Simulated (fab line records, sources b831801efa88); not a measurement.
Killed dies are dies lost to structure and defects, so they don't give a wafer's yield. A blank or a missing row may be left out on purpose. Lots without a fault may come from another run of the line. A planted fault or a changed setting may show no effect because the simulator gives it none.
Chamber matching | flow sky130 | SKY_FIELD_ISO_CMP_27 on cmp-02: 4 sister chambers
The step polishes, stops on Si3N4, t overpolish 16 s, target thk 457.8 nm. 14 wafers are shown with their chamber, then 7 later ones without.

WAFERS WITH THEIR CHAMBER
wafer  | chamber | motor_current_A (A) | time_to_endpoint_s (s) | slurry_flow_ml_min
L798.2 | 1       | 12.0                | 114                    | 150.7
L798.4 | 3       | 13.6                | 114                    | 150.0
L798.6 | 2       | 10.8                | 118                    | 149.0
L800.1 | 0       | 11.0                | 104                    | 150.1
L800.3 | 3       | 12.7                | 112                    | 149.8
L800.5 | 0       | 11.5                | 106                    | 150.0
L801.1 | 1       | 12.2                | 109                    | 149.2
L801.4 | 0       | 11.0                | 105                    | 150.3
L801.5 | 0       | 11.2                | 106                    | 149.5
L804.1 | 1       | 12.1                | 114                    | 150.4
L804.2 | 0       | 10.2                | 105                    | 150.0
L804.3 | 3       | 12.8                | 112                    | 150.5
L811.1 | 3       | 13.1                | 117                    | 150.0
L811.3 | 0       | 11.5                | 117                    | 149.2

SIGNATURES (means of the wafers above)
reading            | chamber 0 | chamber 1 | chamber 2 | chamber 3 | scatter within a chamber
motor_current_A    | 11.067    | 12.100    | 10.800    | 13.050    | 0.408
time_to_endpoint_s | 107.17    | 112.33    | 118.00    | 113.75    | 3.9
slurry_flow_ml_min | 149.850   | 150.100   | 149.000   | 150.075   | 0.488
Rule: a wafer's distance from a chamber is the root of the sum, over the readings, of the square of ((its reading less the chamber's mean) divided by the reading's scatter). The wafer belongs to the nearest chamber; if the next one is less than 2 further off, it can't be placed. The scatter: the root of (the sum of the squares of (reading less its chamber's mean) over the shown wafers, divided by (wafers less chambers)).

WAFERS WITHOUT THEIR CHAMBER
wafer  | motor_current_A (A) | time_to_endpoint_s (s) | slurry_flow_ml_min
L811.6 | 11.2                | 119                    | 150.7
L812.3 | 11.9                | 119                    | 149.3
L812.5 | 11.3                | 118                    | 150.4
L812.6 | 13.4                | 116                    | 150.3
L816.1 | 11.6                | 110                    | 149.7
L816.3 | 13.3                | 110                    | 150.1
L816.6 | 13.0                | 111                    | 150.1

WHICH CHAMBER EACH WENT THROUGH
wafer  | from the rows above               | in truth
L811.6 | can't be placed: 1 or 0 or 2 or 3 | 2
L812.3 | can't be placed: 1 or 2 or 3 or 0 | 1
L812.5 | can't be placed: 1 or 0 or 2 or 3 | 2
L812.6 | 3                                 | 3
L816.1 | can't be placed: 0 or 1 or 2      | 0
L816.3 | can't be placed: 3 or 1           | 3
L816.6 | can't be placed: 3 or 1           | 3
Placed correctly: 1 of 7. Can't be placed from these rows: 6 (the true chamber is among the candidates in 6). Placed wrongly: 0.
